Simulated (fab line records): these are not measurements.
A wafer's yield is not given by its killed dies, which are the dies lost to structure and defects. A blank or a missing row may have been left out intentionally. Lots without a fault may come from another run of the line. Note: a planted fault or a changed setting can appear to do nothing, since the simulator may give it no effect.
Struck lot and sound lot, side by side || flow gf180mcu || 12 steps out of a route of 602
Sound: wafers L375.1, L375.4, L375.6. Struck: wafers L380.1, L380.2, L380.6. Last of all comes the cause.
Order at every step that has rows: each side's tool, ch and its chambers, its first start. Under that, the readings that differ: sound wafers || struck wafers || difference of the means || sigmas: that difference in standard deviations of wafers without a fault.
alike: readings with means less than 2 such deviations apart, plus words and numbers identical on both sides. not compared: withheld readings, readings lacking a value on some wafer, bounds such as >300 that could conceal the same value, and numbers that have no deviation in the record and whose values overlap.
The two part at a step that has a row with sigmas, a row that says differs or no value, or rows on one side only. Numbers that don't overlap but have no deviation are shown without sigmas and don't part them. A reading missing from all wafers of one side parts the sides only when that side holds two or more wafers.

GF_STI_BOW_MEAS_00:
  struck on filmMetro-04, day 3 22:00; sound on filmMetro-04, day 2 21:00
  alike: INCOMING_BOW
then, 1 step without rows for these wafers: GF_STI_OXIDATION_01 (stabilise 600 s, purge 300 s, target thk 10 nm).
GF_STI_THK_MEAS_02:
  struck on filmMetro-04, day 4 00:13; sound on filmMetro-04, day 2 22:31
  alike: STI_OXIDATION_THK
then, 1 step without rows for these wafers: GF_STI_CVD_03 (deposits Si3N4 from DCS/NH3, target thk 207.16 nm, time 3551 s).
GF_STI_THK_MEAS_04:
  struck on filmMetro-01, day 4 02:16; sound on filmMetro-04, day 3 01:34
  alike: STI_CVD_03_THK
then, 5 steps without rows for these wafers: GF_STI_DEHYDRATE_05 (time 60 s); GF_STI_HMDS_06 (prime time 60 s); GF_STI_COAT_07 (resist thk 695.7 nm); GF_STI_SOFTBAKE_08 (time 60 s); GF_STI_EXPOSE_09 (exposes mask COMP, target cd 220 nm).
GF_STI_PEB_10: peb time 90 s.
  sound on lithoTrack-02 ch 0, day 3 14:12; struck on lithoTrack-04, day 4 15:08
  no value came back on the struck wafers for chillPlateTempC (C), exhaustPa (Pa); on the sound wafers chillPlateTempC (C) reads 23.03 23.05 23.11
then, 1 step without rows for these wafers: GF_STI_DEVELOP_11 (develop time 60 s).

## WHERE THEY PART
At GF_STI_PEB_10 and nowhere else, as far as this record goes.

WHY: the cause the simulator had injected
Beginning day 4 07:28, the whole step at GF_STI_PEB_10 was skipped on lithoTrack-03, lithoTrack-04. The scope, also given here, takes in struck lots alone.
